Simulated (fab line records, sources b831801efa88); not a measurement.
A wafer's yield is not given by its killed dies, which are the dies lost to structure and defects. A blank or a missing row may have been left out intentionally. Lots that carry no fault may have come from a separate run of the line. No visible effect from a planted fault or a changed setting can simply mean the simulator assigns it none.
fab line records	flow sky130
[record] lots = 13	wafers = 39	last_day = 50
route steps=708 shown FIELD_ISO@24 VT_ADJUST_NCORE@128 VT_ADJUST_HVTR@138 PAD_OPEN@708
lots with no fault: from the same line, run without faults
start_h: start of the lot's first displayed wafer, in hours after the record's first day	wait_h: hours elapsed since this lot's preceding step	" same as the row above	L1.1+2: one row covering several wafers at once	- no value present, or no start provided	* or withheld: withheld	< > ~ a bound
route shown NAME@n: NAME is a module with steps in the file, n the number in the route of the first one	usual: average and standard deviation across the fault-free wafers	same: alike in all rows	chamber/n: place in a boat	sites: the reading at each site	_std_site: how widely they spread, as a standard deviation	_edge_site: the outer-site mean with the inner-site mean subtracted	radius_mm: how far each site lies from the wafer's centre	mask NAME#n: copy n	behind: the most recent tool/chamber to have shaped the wafer	hold: what put the lot on hold/how long, in hours/how the hold closed	device: which transistor (n, p or np) failed to switch	end of line: the tests these same wafers got at the end of their route	a step given without rows: its recipe and nothing more	killed: the dies lost at the first sort to structure and to defects; this is not the yield of the wafer	map: shows each die of a wafer: x if killed, . if not, _ if none is there
set.NAME: the setting as run; set.NAME@STEP: as run at that earlier step	model.NAME: the simulator's own value behind a step, which no gauge read
route steps across a sampled set of lots; one table per step, one row per wafer
services: from which hour (start_h, from the record's first day; less than 0 if before it) a tool's chamber was out of use, for how many hours, and why
[[steps]]
[step SKY_FIELD_ISO_THK_MEAS_23]
[recipe] reads = SiO2_of_FIELD_ISO_OXIDATION_22
[usual] FIELD_ISO_OXIDATION_01_THK = 9.89/0.18
lot.wafer	tool	chamber	start_h	wait_h	FIELD_ISO_OXIDATION_01_THK[nm]
L574.2	film_metro-03	-	40.12	0.0	10.12
L574.3	"	-	"	"	10.09
L574.6	"	-	"	"	10.01
L576.1	film_metro-03	-	48.39	0.0	9.85
L576.2	"	-	"	"	9.86
L576.3	"	-	"	"	9.73
L577.2	film_metro-03	-	52.81	0.0	10.02
L577.4	"	-	"	"	10.16
L577.5	"	-	"	"	10.28
L578.2	film_metro-03	-	56.99	0.0	9.90
L578.3	"	-	"	"	10.00
L578.5	"	-	"	"	9.82
L579.3	film_metro-04	-	65.19	0.0	9.77
L579.4	"	-	"	"	9.80
L579.5	"	-	"	"	9.76
L580.2	film_metro-03	-	69.19	0.0	9.80
L580.4	"	-	"	"	9.76
L580.5	"	-	"	"	9.74
L581.3	film_metro-02	-	73.37	0.0	9.50
L581.4	"	-	"	"	9.59
L581.6	"	-	"	"	9.54
L582.1	film_metro-02	-	77.59	0.0	9.56
L582.2	"	-	"	"	9.48
L582.6	"	-	"	"	9.71
L583.1	film_metro-02	-	84.59	0.0	10.23
L583.4	"	-	"	"	10.03
L583.6	"	-	"	"	10.08
L584.4	film_metro-03	-	92.83	0.0	9.74
L584.5	"	-	"	"	10.03
L584.6	"	-	"	"	9.83
L590.4	film_metro-02	-	118.90	0.0	9.77
L590.5	"	-	"	"	9.56
L590.6	"	-	"	"	9.69
L594.3	film_metro-02	-	140.17	0.0	9.86
L594.4	"	-	"	"	9.72
L594.5	"	-	"	"	9.77
L596.1	film_metro-02	-	151.31	0.0	9.80
L596.2	"	-	"	"	10.13
L596.3	"	-	"	"	9.91
[step SKY_FIELD_ISO_THK_MEAS_25]
[recipe] reads = SiO2_of_FIELD_ISO_CVD_24
[usual] FIELD_ISO_CVD_24_THK = 593/5.2
lot.wafer	tool	chamber	start_h	wait_h	FIELD_ISO_CVD_24_THK[nm]
L574.2	film_metro-02	-	40.26	0.0	599
L574.3	"	-	"	"	592
L574.6	"	-	"	"	599
L576.1	film_metro-02	-	48.52	0.0	593
L576.2	"	-	"	"	597
L576.3	"	-	"	"	606
L577.2	film_metro-04	-	52.95	0.0	592
L577.4	"	-	"	"	592
L577.5	"	-	"	"	592
L578.2	film_metro-04	-	57.12	0.0	591
L578.3	"	-	"	"	596
L578.5	"	-	"	"	587
L579.3	film_metro-04	-	65.32	0.1	576
L579.4	"	-	"	"	587
L579.5	"	-	"	"	574
L580.2	film_metro-03	-	69.32	0.0	590
L580.4	"	-	"	"	589
L580.5	"	-	"	"	604
L581.3	film_metro-04	-	73.50	0.1	599
L581.4	"	-	"	"	589
L581.6	"	-	"	"	595
L582.1	film_metro-04	-	77.72	0.0	590
L582.2	"	-	"	"	601
L582.6	"	-	"	"	601
L583.1	film_metro-03	-	84.72	0.0	594
L583.4	"	-	"	"	592
L583.6	"	-	"	"	590
L584.4	film_metro-02	-	92.97	0.0	588
L584.5	"	-	"	"	589
L584.6	"	-	"	"	591
L590.4	film_metro-02	-	119.03	0.0	590
L590.5	"	-	"	"	591
L590.6	"	-	"	"	584
L594.3	film_metro-03	-	140.30	0.1	594
L594.4	"	-	"	"	590
L594.5	"	-	"	"	593
L596.1	film_metro-04	-	151.44	0.0	587
L596.2	"	-	"	"	599
L596.3	"	-	"	"	591
[step SKY_VT_ADJUST_NCORE_IMPLANT_09]
[recipe] species = B	energy_kev = 10	dose_cm2 = 2.4e+12	tilt_deg = withheld
[usual] beam_on_s = 10.01/0.2	end_station_pressure_torr = 5.01e-06/2.5e-07	faraday_current_uA = 13.53/0.28
lot.wafer	tool	chamber	start_h	wait_h	beam_on_s	end_station_pressure_torr	faraday_current_uA
L574.2	implanter-01	0	191.55	0.0	9.65	4.79e-06	14.06
L574.3	"	0	"	"	10.20	5.31e-06	13.28
L574.6	"	0	"	"	9.95	4.85e-06	13.61
L576.1	implanter-01	0	201.97	0.0	10.35	4.84e-06	13.07
L576.2	"	0	"	"	9.99	5.46e-06	13.48
L576.3	"	0	"	"	9.85	5.27e-06	13.75
L577.2	implanter-03	0	207.54	0.0	10.09	5.24e-06	13.48
L577.4	"	0	"	"	9.83	5e-06	13.68
L577.5	"	0	"	"	9.89	5.04e-06	13.69
L578.2	implanter-02	0	221.64	0.0	9.97	5.34e-06	13.60
L578.3	"	0	"	"	9.75	5.11e-06	13.89
L578.5	"	0	"	"	9.43	4.56e-06	14.32
L579.3	implanter-02	0	230.72	0.1	10.24	5.57e-06	13.21
L579.4	"	0	"	"	9.95	4.57e-06	13.58
L579.5	"	0	"	"	9.95	5.25e-06	13.66
L580.2	implanter-02	0	234.35	0.0	10.23	4.4e-06	13.24
L580.4	"	0	"	"	9.50	5.2e-06	14.23
L580.5	"	0	"	"	10.22	5.12e-06	13.20
L581.3	implanter-03	0	238.83	0.1	9.82	4.74e-06	13.83
L581.4	"	0	"	"	10.09	4.65e-06	13.47
L581.6	"	0	"	"	10.11	5.06e-06	13.37
L582.1	implanter-03	0	246.52	0.0	9.87	5.16e-06	13.70
L582.2	"	0	"	"	10.09	4.79e-06	13.44
L582.6	"	0	"	"	10.31	4.84e-06	13.11
L583.1	implanter-03	0	251.13	0.0	11.82	9.384e-05	11.58
L583.4	"	0	"	"	12.22	9.496e-05	11.14
L583.6	"	0	"	"	11.82	9.298e-05	11.52
L584.4	implanter-03	0	260.79	0.1	12.18	9.67e-05	11.27
L584.5	"	0	"	"	12.00	9.103e-05	11.39
L584.6	"	0	"	"	12.44	9.398e-05	11.01
L590.4	implanter-01	0	299.69	0.1	10.25	4.99e-06	13.27
L590.5	"	0	"	"	10.01	4.94e-06	13.53
L590.6	"	0	"	"	9.66	5.11e-06	14.05
L594.3	implanter-01	0	326.12	0.1	10.24	5e-06	13.19
L594.4	"	0	"	"	10.39	5.43e-06	12.93
L594.5	"	0	"	"	10.26	4.63e-06	13.20
L596.1	implanter-03	0	344.02	0.0	10.26	4.56e-06	13.24
L596.2	"	0	"	"	10.44	5.17e-06	12.93
L596.3	"	0	"	"	10.13	5.13e-06	13.42
[step SKY_VT_ADJUST_NCORE_TW_MEAS_11]
[usual] VT_ADJUST_NCORE_TW = 218.6/1.2
lot.wafer	tool	chamber	start_h	wait_h	VT_ADJUST_NCORE_TW
L574.2	film_metro-02	-	191.78	0.1	219.3
L574.3	"	-	"	"	219.5
L574.6	"	-	"	"	218.9
L576.1	film_metro-02	-	202.22	0.1	218.5
L576.2	"	-	"	"	219.5
L576.3	"	-	"	"	219.2
L577.2	film_metro-02	-	207.78	0.1	219.6
L577.4	"	-	"	"	220.2
L577.5	"	-	"	"	219.5
L578.2	film_metro-03	-	221.88	0.1	218.6
L578.3	"	-	"	"	218.1
L578.5	"	-	"	"	218.3
L579.3	film_metro-03	-	230.94	0.1	219.1
L579.4	"	-	"	"	219.2
L579.5	"	-	"	"	218.4
L580.2	film_metro-02	-	234.59	0.1	221.1
L580.4	"	-	"	"	219.5
L580.5	"	-	"	"	220.7
L581.3	film_metro-03	-	239.05	0.1	218.3
L581.4	"	-	"	"	218.9
L581.6	"	-	"	"	218.5
L582.1	film_metro-04	-	246.77	0.1	217.7
L582.2	"	-	"	"	217.8
L582.6	"	-	"	"	217.3
L583.1	film_metro-03	-	251.38	0.1	229.8
L583.4	"	-	"	"	230.8
L583.6	"	-	"	"	232.1
L584.4	film_metro-02	-	261.00	0.1	233.2
L584.5	"	-	"	"	233.3
L584.6	"	-	"	"	231.8
L590.4	film_metro-03	-	299.90	0.1	219.6
L590.5	"	-	"	"	217.6
L590.6	"	-	"	"	216.4
L594.3	film_metro-03	-	326.34	0.1	216.8
L594.4	"	-	"	"	218.3
L594.5	"	-	"	"	217.2
L596.1	film_metro-04	-	344.27	0.1	218.4
L596.2	"	-	"	"	217.0
L596.3	"	-	"	"	218.1
[step SKY_VT_ADJUST_HVTR_CD_MEAS_07]
[recipe] target_cd_nm = 380
[usual] cd_nm = 380.2/2.6
lot.wafer	tool	chamber	start_h	wait_h	cd_nm
L574.2	cd_sem-01	-	213.39	0.1	382.2
L574.3	"	-	"	"	383.1
L574.6	"	-	"	"	382.3
L576.1	cd_sem-01	-	224.21	0.1	378.2
L576.2	"	-	"	"	377.1
L576.3	"	-	"	"	375.7
L577.2	cd_sem-01	-	229.93	0.1	383.3
L577.4	"	-	"	"	379.4
L577.5	"	-	"	"	380.3
L578.2	cd_sem-02	-	244.63	0.1	377.5
L578.3	"	-	"	"	378.4
L578.5	"	-	"	"	378.3
L579.3	cd_sem-01	-	253.36	0.1	377.2
L579.4	"	-	"	"	381.0
L579.5	"	-	"	"	378.6
L580.2	cd_sem-01	-	257.49	0.1	377.4
L580.4	"	-	"	"	380.7
L580.5	"	-	"	"	381.5
L581.3	cd_sem-01	-	261.90	0.1	381.7
L581.4	"	-	"	"	382.5
L581.6	"	-	"	"	382.1
L582.1	cd_sem-02	-	270.76	0.1	384.2
L582.2	"	-	"	"	383.9
L582.6	"	-	"	"	384.1
L583.1	cd_sem-01	-	274.86	0.1	380.2
L583.4	"	-	"	"	379.5
L583.6	"	-	"	"	382.3
L584.4	cd_sem-02	-	284.95	0.1	385.0
L584.5	"	-	"	"	385.7
L584.6	"	-	"	"	385.6
L590.4	cd_sem-01	-	324.10	0.1	378.5
L590.5	"	-	"	"	381.8
L590.6	"	-	"	"	378.9
L594.3	cd_sem-01	-	351.90	0.1	378.0
L594.4	"	-	"	"	379.0
L594.5	"	-	"	"	376.5
L596.1	cd_sem-01	-	371.24	0.1	377.1
L596.2	"	-	"	"	379.7
L596.3	"	-	"	"	379.1
[step SKY_PAD_OPEN_PROBE_99]
[usual] killed_at_M0_to_M3 = 43/7.6	killed_at_M4_up = 2.8/1.9	killed_at_contacts = 24/4.7	killed_at_front_end = 16/4.4	killed_at_other = 0.2/0.4	killed_dies = 86/9.9	killed_open = 47/8.2	killed_short = 39/6.3
[same] gross_dies = 492	killed_at_back_side = 0
lot.wafer	tool	chamber	start_h	wait_h	killed_at_M0_to_M3	killed_at_M4_up	killed_at_contacts	killed_at_front_end	killed_at_other	killed_dies	killed_open	killed_short
L578.2	prober-02	-	1116.26	0.1	43	1	27	14	0	85	58	27
L578.3	prober-02	-	1116.31	0.2	56	3	20	11	0	90	57	33
L578.5	prober-02	-	1116.41	0.2	41	5	23	15	0	84	42	42
L581.3	prober-01	-	1125.33	0.2	50	4	25	17	0	96	61	35
L581.4	prober-01	-	1125.38	0.2	38	1	20	12	1	72	42	30
L581.6	prober-01	-	1125.48	0.2	46	3	30	20	0	99	58	41
L583.1	prober-01	-	1137.18	0.1	46	4	35	13	0	98	58	40
L583.4	prober-01	-	1137.33	0.2	38	4	20	16	1	79	29	50
L583.6	prober-01	-	1137.43	0.2	35	5	21	20	1	82	47	35
L590.4	prober-02	-	1174.34	0.2	42	4	29	16	1	92	59	33
L590.5	prober-02	-	1174.39	0.2	61	3	29	20	1	114	61	53
L590.6	prober-02	-	1174.44	0.2	54	4	24	18	0	100	60	40
L596.1	prober-02	-	1197.03	0.1	37	1	24	19	0	81	43	38
L596.2	prober-02	-	1197.08	0.1	46	1	28	14	0	89	47	42
L596.3	prober-02	-	1197.13	0.2	38	0	25	15	0	78	41	37
// killed by level:class
L578.2 CONTACT:geometric_particle:open=12 VIA1:geometric_particle:open=12 LI_CONTACT:geometric_particle:open=9 FIELD_ISO:geometric_particle:short=7 VIA2:geometric_particle:open=7 VIA3:geometric_particle:open=6 METAL1:geometric_particle:short=4 VIA1:geometric_particle:short=4
L578.3 VIA1:geometric_particle:open=13 VIA2:geometric_particle:open=9 CONTACT:geometric_particle:open=8 VIA3:geometric_particle:open=7 LI_CONTACT:geometric_particle:open=5 METAL2:geometric_particle:short=5 FIELD_ISO:geometric_particle:open=4 FIELD_ISO:geometric_particle:short=4
L578.5 CONTACT:geometric_particle:open=8 VIA1:geometric_particle:open=7 LI_CONTACT:geometric_particle:open=7 METAL1:geometric_particle:short=7 VIA1:geometric_particle:short=7 METAL2:geometric_particle:short=6 VIA2:geometric_particle:open=6 VIA3:geometric_particle:open=5
L581.3 VIA1:geometric_particle:open=16 CONTACT:geometric_particle:open=9 VIA3:geometric_particle:open=8 LI_CONTACT:geometric_particle:open=7 VIA2:geometric_particle:open=7 METAL2:geometric_particle:short=6 FIELD_ISO:geometric_particle:open=5 LOCAL_INTERCONNECT:geometric_particle:short=4
L581.4 VIA3:geometric_particle:open=9 LI_CONTACT:geometric_particle:open=6 CONTACT:geometric_particle:open=6 VIA2:geometric_particle:open=6 FIELD_ISO:geometric_particle:short=5 VIA1:geometric_particle:open=5 CONTACT:geometric_particle:short=4 METAL1:geometric_particle:short=4
L581.6 CONTACT:geometric_particle:open=15 VIA3:geometric_particle:open=11 VIA1:geometric_particle:open=9 POLY_GATE:geometric_particle:open=7 METAL2:geometric_particle:short=7 VIA2:geometric_particle:open=7 VIA3:geometric_particle:short=6 LI_CONTACT:geometric_particle:short=5
L583.1 VIA1:geometric_particle:open=17 LI_CONTACT:geometric_particle:open=10 CONTACT:geometric_particle:open=10 CONTACT:geometric_particle:short=6 VIA2:geometric_particle:open=6 VIA3:geometric_particle:open=6 METAL2:geometric_particle:short=5 LI_CONTACT:geometric_particle:short=4
L583.4 METAL1:geometric_particle:short=12 LI_CONTACT:geometric_particle:open=6 CONTACT:geometric_particle:short=6 VIA1:geometric_particle:open=5 METAL2:geometric_particle:short=5 FIELD_ISO:geometric_particle:open=4 FIELD_ISO:geometric_particle:short=4 VIA3:geometric_particle:open=4
L583.6 CONTACT:geometric_particle:open=9 METAL1:geometric_particle:short=9 VIA1:geometric_particle:open=8 POLY_GATE:geometric_particle:open=7 VIA3:geometric_particle:open=6 FIELD_ISO:geometric_particle:short=5 LOCAL_INTERCONNECT:geometric_particle:short=5 FIELD_ISO:geometric_particle:open=4
L590.4 VIA1:geometric_particle:open=21 CONTACT:geometric_particle:open=10 LOCAL_INTERCONNECT:geometric_particle:short=7 FIELD_ISO:geometric_particle:open=5 LI_CONTACT:geometric_particle:short=5 LI_CONTACT:geometric_particle:open=5 POLY_GATE:geometric_particle:open=4 VIA3:geometric_particle:open=4
L590.5 VIA1:geometric_particle:open=21 CONTACT:geometric_particle:open=10 METAL2:geometric_particle:short=8 LI_CONTACT:geometric_particle:open=7 VIA3:geometric_particle:open=7 VIA2:geometric_particle:open=6 VIA2:geometric_particle:short=6 POLY_GATE:geometric_particle:short=5
L590.6 VIA1:geometric_particle:open=16 POLY_GATE:geometric_particle:open=9 CONTACT:geometric_particle:open=8 METAL2:geometric_particle:short=7 METAL1:geometric_particle:short=7 VIA2:geometric_particle:open=7 LI_CONTACT:geometric_particle:open=6 FIELD_ISO:geometric_particle:short=5
L596.1 CONTACT:geometric_particle:open=9 METAL1:geometric_particle:short=8 FIELD_ISO:geometric_particle:open=5 CONTACT:geometric_particle:short=5 LI_CONTACT:geometric_particle:open=5 VIA1:geometric_particle:open=5 METAL3:geometric_particle:short=5 FIELD_ISO:geometric_particle:short=4
L596.2 VIA1:geometric_particle:open=10 CONTACT:geometric_particle:open=9 VIA2:geometric_particle:open=8 VIA3:geometric_particle:open=7 METAL1:geometric_particle:short=6 CONTACT:geometric_particle:short=6 LI_CONTACT:geometric_particle:short=5 POLY_GATE:geometric_particle:short=4
L596.3 CONTACT:geometric_particle:open=10 METAL2:geometric_particle:short=7 VIA3:geometric_particle:open=7 LOCAL_INTERCONNECT:geometric_particle:short=6 VIA2:geometric_particle:open=6 VIA1:geometric_particle:open=5 FIELD_ISO:geometric_particle:open=4 CONTACT:geometric_particle:short=4
[[services]]
tool	chamber	start_h	hours	kind
implanter-02	-	241.07	3.5	repair
implanter-02	-	275.06	47.8	pm
implanter-01	-	285.59	1.8	repair
implanter-03	-	321.62	0.7	repair
implanter-02	-	338.96	1.7	repair
implanter-02	-	343.71	2.6	repair
[[key]]
[first_sign] step = SKY_VT_ADJUST_NCORE_IMPLANT_09	reading = end_station_pressure_torr	direction = up	sigmas = 99+	usual = 5.01e-06	struck = 9.391e-05
[effect] step = SKY_VT_ADJUST_NCORE_IMPLANT_09	reading = beam_on_s	direction = up	sigmas = 10	usual = 10.01	struck = 12.08
[effect] step = SKY_VT_ADJUST_NCORE_TW_MEAS_11	reading = VT_ADJUST_NCORE_TW	direction = up	sigmas = 11	usual = 218.6	struck = 231.9
met_at SKY_VT_ADJUST_NCORE_IMPLANT_09
struck_lots L583,L584
tester_left_out L583,L584
not_acting_at SKY_FIELD_ISO_THK_MEAS_23,SKY_FIELD_ISO_THK_MEAS_25,SKY_VT_ADJUST_HVTR_CD_MEAS_07
onset_between 246.52 251.13
[fault] kind = process_parameter_drift	tool = implanter-03	chamber = -	onset_h = 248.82	steps = SKY_VT_ADJUST_NCORE_IMPLANT_09	channel = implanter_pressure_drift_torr	offset = 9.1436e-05	shape = step	end_h = 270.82
[fault] kind = process_parameter_drift	tool = implanter-03	chamber = -	onset_h = 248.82	steps = SKY_VT_ADJUST_NCORE_IMPLANT_09	channel = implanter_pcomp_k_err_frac	offset = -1	shape = step	end_h = 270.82
// tester_left_out: of these lots the tester's yield and bins aren't shown, on N5 and GAA mostly nor the transistor test; their killed dies are dies lost to structure and defects alone, not to doping, threshold or leakage, so they don't give the yield
